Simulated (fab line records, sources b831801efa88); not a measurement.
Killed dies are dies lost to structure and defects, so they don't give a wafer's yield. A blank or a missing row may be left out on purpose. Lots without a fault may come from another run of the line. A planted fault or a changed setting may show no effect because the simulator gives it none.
Which tool did it? | flow sky130 | 13 lots, 39 wafers sampled, at 5 steps of a route of 708

WHAT THE GAUGES READ, wafer by wafer
SKY_NWELL_RS_MEAS_31: measures by four-point-probe.
lot  | measured     | on            | PWDE_RS (ohm/sq)
L970 | day 5 09:25  | film_metro-03 | 5260 5230 5264
L971 | day 5 12:46  | film_metro-03 | 5254 5261 5266
L973 | day 6 00:34  | film_metro-02 | 5229 5239 5264
L974 | day 6 09:58  | film_metro-02 | 5265 5265 5250
L975 | day 6 11:32  | film_metro-01 | 5279 5270 5280
L977 | day 7 03:52  | film_metro-02 | 5266 5274 5292
L978 | day 7 12:13  | film_metro-01 | 5306 5298 5304
L980 | day 7 19:19  | film_metro-03 | 5265 5264 5271
L982 | day 8 14:29  | film_metro-01 | 5282 5278 5284
L989 | day 10 04:25 | film_metro-01 | 5265 5288 5294
L990 | day 10 08:23 | film_metro-01 | 5290 5282 5305
L991 | day 10 12:46 | film_metro-01 | 5267 5261 5267
L993 | day 11 01:11 | film_metro-02 | 5276 5288 5284

SKY_VT_ADJUST_NCORE_CD_MEAS_07: target cd 380 nm.
lot  | measured     | on        | cd_nm (nm)
L970 | day 8 14:23  | cd_sem-02 | 381.4 381.6 382.3
L971 | day 8 16:21  | cd_sem-01 | 383.6 381.4 380.2
L973 | day 9 09:44  | cd_sem-01 | 381.4 377.8 380.7
L974 | day 9 15:11  | cd_sem-01 | 381.6 378.2 380.0
L975 | day 10 03:03 | cd_sem-01 | 379.2 381.1 379.5
L977 | day 10 12:17 | cd_sem-01 | 379.0 375.7 378.1
L978 | day 11 02:50 | cd_sem-02 | 376.8 376.8 375.8
L980 | day 11 08:14 | cd_sem-02 | 379.8 381.1 377.8
L982 | day 12 03:42 | cd_sem-02 | 378.0 380.1 382.1
L989 | day 14 00:44 | cd_sem-01 | 384.2 382.0 382.8
L990 | day 14 05:36 | cd_sem-01 | 383.8 382.3 382.7
L991 | day 14 12:20 | cd_sem-01 | 383.0 380.8 382.5
L993 | day 15 01:15 | cd_sem-02 | 376.8 375.9 376.0

SKY_GATE_OXIDE_TW_MEAS_14.
lot  | measured     | on            | GATE_OXIDE_TW
L970 | day 13 19:34 | film_metro-03 | 223.7 224.7 224.5
L971 | day 13 20:29 | film_metro-02 | 225.7 227.9 226.6
L973 | day 14 15:28 | film_metro-01 | 227.4 228.1 227.5
L974 | day 15 00:52 | film_metro-01 | 226.1 226.4 226.5
L975 | day 15 12:04 | film_metro-03 | 224.2 224.9 223.4
L977 | day 16 00:07 | film_metro-02 | 226.0 227.0 225.9
L978 | day 16 20:09 | film_metro-03 | 226.8 225.3 226.3
L980 | day 17 01:25 | film_metro-02 | 229.4 229.4 227.9
L982 | day 17 22:49 | film_metro-03 | 225.1 224.7 225.0
L989 | day 20 09:52 | film_metro-01 | 195.9 198.6 197.7
L990 | day 20 13:32 | film_metro-03 | 194.3 194.5 194.1
L991 | day 20 23:49 | film_metro-03 | 224.5 223.2 224.2
L993 | day 21 18:47 | film_metro-02 | 227.8 228.7 227.0

SKY_POLY_GATE_OVL_MEAS_14.
lot  | measured     | on         | POLY_GATE_OVL (nm)
L970 | day 16 09:03 | overlay-02 | -4 -4 5
L971 | day 16 10:00 | overlay-02 | 12 1 4
L973 | day 17 04:51 | overlay-02 | -1 -8 -7
L974 | day 17 18:23 | overlay-02 | -10 -4 -3
L975 | day 18 01:54 | overlay-01 | -4 -3 -4
L977 | day 18 14:57 | overlay-01 | -9 -1 -9
L978 | day 19 22:23 | overlay-01 | 2 0 1
L980 | day 19 22:42 | overlay-01 | -7 3 -2
L982 | day 20 16:41 | overlay-02 | -6 9 15
L989 | day 23 04:41 | overlay-02 | 2 -8 -9
L990 | day 23 07:35 | overlay-02 | 0 -1 -2
L991 | day 23 18:17 | overlay-01 | 3 4 0
L993 | day 24 12:00 | overlay-01 | 4 8 2

WHICH TOOL RAN EACH LOT (tool, then ch and the chambers of the sampled wafers, then the start)
lot  | SKY_GATE_OXIDE_IMPLANT_11
L970 | implanter-01 ch 0, day 13 19:13
L971 | implanter-04 ch 0, day 13 20:08
L973 | implanter-02 ch 0, day 14 15:04
L974 | implanter-02 ch 0, day 15 00:31
L975 | implanter-04 ch 0, day 15 11:44
L977 | implanter-01 ch 0, day 15 23:45
L978 | implanter-02 ch 0, day 16 19:48
L980 | implanter-04 ch 0, day 17 00:58
L982 | implanter-01 ch 0, day 17 22:29
L989 | implanter-02 ch 0, day 20 09:31
L990 | implanter-02 ch 0, day 20 13:11
L991 | implanter-04 ch 0, day 20 23:27
L993 | implanter-01 ch 0, day 21 18:26
- SKY_GATE_OXIDE_IMPLANT_11

WHAT THE TOOLS THEMSELVES READ (means of the sampled wafers that have a number; where no wafer has one, the mark that the record gives instead)
SKY_GATE_OXIDE_IMPLANT_11.
lot  | tool         | beam_energy_keV | dose_ions_cm2 | end_station_pressure_torr (Torr) | faraday_current_uA
L970 | implanter-01 | 10.002          | 2.6e+12       | 5.01e-06                         | 14.73
L971 | implanter-04 | 10.002          | 2.6e+12       | 4.92e-06                         | 14.64
L973 | implanter-02 | 9.999           | 2.6e+12       | 5.30e-06                         | 15.13
L974 | implanter-02 | 9.998           | 2.6e+12       | 5.06e-06                         | 14.80
L975 | implanter-04 | 10.003          | 2.6e+12       | 5.15e-06                         | 14.72
L977 | implanter-01 | 10.003          | 2.6e+12       | 4.95e-06                         | 14.71
L978 | implanter-02 | 10.002          | 2.6e+12       | 5.09e-06                         | 14.63
L980 | implanter-04 | 9.999           | 2.6e+12       | 5.28e-06                         | 14.74
L982 | implanter-01 | 9.996           | 2.6e+12       | 5.00e-06                         | 14.77
L989 | implanter-02 | 9.997           | 1.6e+12       | 4.72e-06                         | 8.90
L990 | implanter-02 | 9.998           | 1.6e+12       | 5.17e-06                         | 8.83
L991 | implanter-04 | 10.002          | 2.6e+12       | 5.21e-06                         | 14.56
L993 | implanter-01 | 9.999           | 2.6e+12       | 5.20e-06                         | 14.59

THE ANSWER, worked out from the rows above alone
Rule: what is usual is taken from the lots themselves. Put in order of their means at a reading, lots are off if they are a third of the lots or fewer, leave a main group of 4 or more, and stand apart from it by a gap of 3 or more times the standard deviation of the main group's means; of several such gaps the widest counts. A main group whose means are all the same, to the digits that the tables above print for the reading, isn't used. A lot without any number at a reading at which 4 lots or more have one is off too. The other lots that the step has rows for count as sound. The gauges are gone through in route order, then the tools' own readings, and for those a lot's mean is taken as printed above. The first step at which some lot is off is used, and at that step the reading that is off furthest; a lot without a number counts as furthest.
Off: L989, L990, at SKY_GATE_OXIDE_TW_MEAS_14 (GATE_OXIDE_TW). The main group: mean 226.1, standard deviation 1.6.
A tool fits if, at a process step before that reading, it ran every lot that is off, and no sound lot after the first of them. The gauges at SKY_GATE_OXIDE_TW_MEAS_14 aren't tried: what is off there is off at SKY_GATE_OXIDE_IMPLANT_11 too, on other tools, and a gauge's error can't cause that. One fits: implanter-02 at SKY_GATE_OXIDE_IMPLANT_11. Its last sound lot is L978 (day 16 19:48), its first lot that is off L989 (day 20 09:31): a fault that began between those two fits.
The tool's own readings at SKY_GATE_OXIDE_IMPLANT_11 bear it out: on the lots that are off they differ by more than 5 times the standard deviation of the sound lots' means. dose_ions_cm2 reads 1.6e+12 there against 2.6e+12 on the sound lots; faraday_current_uA reads 8.87 there against 14.73 on the sound lots.

WHAT THE SIMULATOR HAD PUT IN
Process parameter drift: implanter-02, from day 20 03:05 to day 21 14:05, at SKY_GATE_OXIDE_IMPLANT_11. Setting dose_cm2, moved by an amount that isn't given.
Lots struck among those shown: L989, L990. The rule above found the same.
